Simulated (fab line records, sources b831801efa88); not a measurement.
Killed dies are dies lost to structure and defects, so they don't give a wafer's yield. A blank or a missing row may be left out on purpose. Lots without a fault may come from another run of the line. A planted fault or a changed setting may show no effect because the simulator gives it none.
fab line records | flow sky130 | part 2 of 2: steps 36 to 42 of 42
record lots=5 wafers=15 last_day=49
route steps=708 shown GATE_OXIDE@192 POLY_GATE@204 RES_PROTECT@206
lots that met no fault: from a run of the same line without faults
start_h: hours from the record's first day to the start of the lot's first wafer shown | wait_h: hours since the lot's step before | " the same as in the row above | L1.1+2: a row that stands for several wafers | - no value, or no start given | * or withheld: withheld | < > ~ a bound
route shown NAME@n: a module of which the file shows steps, and the number in the route of the first | usual: mean/standard deviation of fault-free wafers | same: alike in all rows | chamber/n: place in a boat | sites: the reading at each site | _std_site: their standard deviation | _edge_site: outer sites' mean less inner sites' | radius_mm: how far each site lies from the wafer's centre | mask NAME#n: copy n | behind: the tool/chamber that last shaped the wafer | hold: why the lot was held/for how many hours/how that ended | device: the transistor (n, p or np) that didn't switch | end of line: the same wafers' tests at the end of the route | a step without rows: its recipe alone | killed: dies lost to structure and defects at the first sort, not the wafer's yield | map: a wafer's dies, x killed, . not, _ none there
set.NAME: the setting as run; set.NAME@STEP: as run at that earlier step | model.NAME: the simulator's own value behind a step, which no gauge read
lots at some steps of the route; a table a step, a row a wafer
services: from which hour (start_h, from the record's first day; less than 0 if before it) a tool's chamber was out of use, for how many hours, and why
## steps
# step SKY_POLY_GATE_CD_MEAS_13
# recipe target_cd_nm=150
# usual cd_nm=150.2/1.6
# columns lot.wafer tool chamber start_h wait_h cd_nm
L074.1 cd_sem-01 - 372.88 - 152.6
L074.4 " - " " 152.2
L074.5 " - " " 153.8
L078.1 cd_sem-02 - 406.28 - 149.3
L078.2 " - " " 148.5
L078.6 " - " " 148.6
L090.3 cd_sem-01 - 506.98 - 151.8
L090.5 " - " " 152.0
L090.6 " - " " 151.6
L093.2 cd_sem-02 - 537.95 - 148.6
L093.3 " - " " 149.5
L093.4 " - " " 146.8
L094.2 cd_sem-02 - 547.50 - 150.8
L094.5 " - " " 149.6
L094.6 " - " " 150.8
# step SKY_POLY_GATE_OVL_MEAS_14
# usual POLY_GATE_OVL=-1/5
# columns lot.wafer tool chamber start_h wait_h POLY_GATE_OVL[nm]
L074.1 overlay-01 - 373.00 0.1 2
L074.4 " - " " 2
L074.5 " - " " 4
L078.1 overlay-01 - 406.40 0.1 2
L078.2 " - " " 3
L078.6 " - " " 4
L090.3 overlay-02 - 507.07 0.1 3
L090.5 " - " " 1
L090.6 " - " " 1
L093.2 overlay-01 - 538.05 0.1 4
L093.3 " - " " -1
L093.4 " - " " 4
L094.2 overlay-02 - 547.60 0.1 -8
L094.5 " - " " -1
L094.6 " - " " -6
# step SKY_POLY_GATE_ETCH_15
# recipe chemistry=N2/H2 target=BARC ion_energy_ev=200 source_w=500 bias_w=100 pressure_mtorr=30 n2_flow_sccm=100 h2_flow_sccm=200 stop_on=SiO2 time_s=118.5 target_depth_a=1100
# usual drypump_motor_current_A=5.9/0.34 h2_flow_sccm=200.0/0.63 oes_product_au=0.717/0.0043 rf_fwd_power_W=497.3/1.6 throttle_valve_pct=13.212/0.0098
# columns lot.wafer tool chamber start_h wait_h drypump_motor_current_A h2_flow_sccm oes_product_au rf_fwd_power_W rf_hours_counter_h throttle_valve_pct
L074.1 rie_diel-02 1 373.03 0.0 6.3 199.8 0.720 496.8 74 13.213
L074.4 " 2 " " 6.0 199.8 0.719 496.0 57 13.200
L074.5 " 3 " " 5.9 199.5 0.722 497.8 - 13.217
L078.1 rie_diel-01 3 406.43 0.0 6.5 199.1 0.724 498.3 28 13.211
L078.2 " 0 " " 5.7 200.2 0.717 497.9 16 13.209
L078.6 " 3 " " 6.5 199.7 0.722 498.0 - 13.214
L090.3 rie_diel-02 0 507.09 0.0 5.8 199.0 0.714 498.0 25 13.186
L090.5 " 1 " " 6.3 200.1 0.716 498.7 - 13.211
L090.6 " 2 " " 6.0 199.4 0.716 497.5 - 13.222
L093.2 rie_diel-01 2 538.08 0.0 6.0 199.4 0.725 496.8 52 13.204
L093.3 " 3 " " 6.5 199.5 0.716 499.1 30 13.213
L093.4 " 0 " " 5.7 199.1 0.714 499.0 19 13.230
L094.2 rie_diel-01 3 547.63 0.0 6.5 199.3 0.720 496.2 31 13.209
L094.5 " 0 " " 5.7 199.8 0.717 498.4 - 13.203
L094.6 " 3 " " 6.4 199.2 0.720 497.5 - 13.214
# step SKY_POLY_GATE_ETCH_16
# recipe stop_on=poly-Si chemistry=CH3F/O2 target=Si3N4 source_w=400 bias_w=80 pressure_mtorr=25 ch3f_flow_sccm=40 O2_flow_sccm=30 time_s=147.5 target_depth_a=750
# usual drypump_motor_current_A=5.9/0.33 oes_product_au=0.638/0.0048 rf_fwd_power_W=398.2/1.3 throttle_valve_pct=10.535/0.0096
# columns lot.wafer tool chamber start_h wait_h drypump_motor_current_A oes_product_au rf_fwd_power_W rf_hours_counter_h throttle_valve_pct
L074.1 rie_diel-02 1 373.12 0.0 6.3 0.640 397.8 74 10.539
L074.4 " 2 " " 6.0 0.641 396.9 57 10.523
L074.5 " 3 " " 5.9 0.643 397.7 - 10.525
L078.1 rie_diel-01 3 406.52 0.0 6.5 0.637 399.3 28 10.526
L078.2 " 0 " " 5.7 0.637 397.6 16 10.527
L078.6 " 3 " " 6.5 0.646 397.0 - 10.528
L090.3 rie_diel-02 0 507.18 0.0 5.7 0.640 398.0 25 10.530
L090.5 " 1 " " 6.2 0.635 396.7 - 10.543
L090.6 " 2 " " 6.0 0.633 397.1 - 10.535
L093.2 rie_diel-01 2 538.16 0.0 6.0 0.642 397.8 52 10.544
L093.3 " 3 " " 6.4 0.638 397.5 31 10.519
L093.4 " 0 " " 5.7 0.645 398.7 19 10.530
L094.2 rie_diel-01 3 547.72 0.0 6.5 0.642 397.9 31 10.529
L094.5 " 0 " " 5.7 0.640 398.9 - 10.545
L094.6 " 3 " " 6.5 0.641 398.3 - 10.534
# step SKY_POLY_GATE_ETCH_17
# recipe target_depth_nm=180 stop_on=SiO2 over_etch_frac=0.56667 chemistry=HBr/Cl2 target=poly-Si icp_w=400 bias_w=100 pressure_mtorr=10 HBr_flow_sccm=150 Cl2_flow_sccm=50 time_s=70.5
# usual drypump_motor_current_A=5.5/0.53 oes_product_au=0.985/0.007 rf_fwd_power_W=397.2/1.4 throttle_valve_pct=33.684/0.01
# same over_etch_frac=0.56667
# columns lot.wafer tool chamber start_h wait_h drypump_motor_current_A oes_product_au rf_fwd_power_W rf_hours_counter_h throttle_valve_pct
L074.1 rie_si-02 3 373.21 0.0 6.2 0.996 396.4 45 33.676
L074.4 " 2 " " 6.1 0.988 398.0 2 33.681
L074.5 " 1 " " 6.2 0.984 396.5 - 33.686
L078.1 rie_si-02 1 406.61 0.0 6.2 0.988 398.4 2 33.702
L078.2 " 2 " " 6.0 0.982 397.9 2 33.682
L078.6 " 1 " " 6.2 0.973 398.4 - 33.692
L090.3 rie_si-01 0 507.27 0.0 5.0 0.975 395.8 2 33.678
L090.5 " 1 " " 4.9 0.979 399.6 - 33.660
L090.6 " 2 " " 5.2 0.973 397.3 - 33.682
L093.2 rie_si-02 2 538.26 0.0 6.0 0.978 398.3 3 33.683
L093.3 " 3 " " 6.2 0.982 397.6 46 33.694
L093.4 " 3 " " 6.2 0.982 396.2 - 33.696
L094.2 rie_si-01 3 547.82 0.0 5.3 0.990 398.6 2 33.677
L094.5 " 2 " " 5.1 0.996 394.8 - 33.676
L094.6 " 3 " " 5.3 0.990 397.7 - 33.672
# step SKY_POLY_GATE_STRIP_18
# recipe chemistry=O2/N2 power_w=1400 pressure_mtorr=1500 platen_temp_c=withheld o2_flow_sccm=3000 n2_flow_sccm=300 overash_fraction=0.5
# usual drypump_motor_current_A=5.7/0.34 o2_flow_sccm=3000/8.3 oes_product_au=0.360/0.0048 strip_time_to_endpoint_s=3.152/0.027
# columns lot.wafer tool chamber start_h wait_h drypump_motor_current_A o2_flow_sccm oes_product_au rf_hours_counter_h strip_time_to_endpoint_s
L074.1 plasma_asher-04 1 373.27 0.0 6.2 3010 0.356 70 3.136
L074.4 " 1 " " 6.2 3008 0.357 - 3.151
L074.5 " 1 " " 6.2 2989 0.354 - 3.206
L078.1 plasma_asher-02 0 406.67 0.0 5.3 3015 0.362 25 3.209
L078.2 " 1 " " 5.7 3001 0.365 25 3.192
L078.6 " 0 " " 5.3 2997 0.356 - 3.185
L090.3 plasma_asher-04 0 507.36 0.1 5.9 2986 0.364 - 3.191
L090.5 " 0 " " 5.9 2994 0.354 - 3.173
L090.6 " 1 " " 6.2 2998 0.356 - 3.155
L093.2 plasma_asher-01 1 538.32 0.0 5.6 2990 0.356 10 3.112
L093.3 " 0 " " 5.3 2988 0.363 - 3.174
L093.4 " 1 " " 5.6 2992 0.370 - 3.165
L094.2 plasma_asher-02 0 547.87 0.0 5.3 3015 0.365 39 3.159
L094.5 " 1 " " 5.8 2987 0.364 - 3.167
L094.6 " 0 " " 5.3 3013 0.359 - 3.165
# step SKY_POLY_GATE_CLEAN_19
# recipe chemistry=SC1/SC2 mix=1:4:20 temp_c=70 time_s=150 dry=n2_spin
# columns lot.wafer tool chamber start_h wait_h
L074.1+4+5 wet_bench-04 1 373.37 0.1
L078.1+2+6 wet_bench-02 2 406.77 0.1
L090.3+5+6 wet_bench-04 0 507.43 0.0
L093.2+3+4 wet_bench-04 1 538.42 0.1
L094.2+5+6 wet_bench-02 2 547.97 0.1
## services
# columns tool chamber start_h hours kind
rie_diel-01 2 273.82 4.4 repair
rie_diel-02 1 275.07 4.1 repair
plasma_asher-02 - 277.41 13.9 pm
wet_bench-02 - 283.85 1.7 repair
furnace-01 - 294.08 2.8 pm
plasma_asher-03 - 298.33 0.4 repair
plasma_asher-03 - 300.21 1.9 repair
plasma_asher-02 - 311.71 8.1 repair
rie_diel-01 0 312.85 3.2 repair
plasma_asher-02 - 329.38 4.0 pm
rie_diel-01 - 340.65 1.0 repair
lpcvd-01 - 341.08 2.8 pm
rie_diel-01 - 362.23 15.6 pm
rie_diel-01 - 377.83 2.8 pm
rie_diel-01 0 378.02 2.6 repair
wet_bench-04 - 379.29 1.3 repair
wet_bench-03 - 392.96 3.9 repair
rie_diel-01 3 408.59 1.6 repair
iline_stepper-02 - 420.93 1.7 pm
iline_stepper-02 - 426.38 1.7 repair
rie_diel-01 2 450.80 17.4 repair
lpcvd-01 - 456.16 0.8 pm
rie_diel-01 2 492.04 3.7 repair
plasma_asher-02 - 523.35 11.1 repair
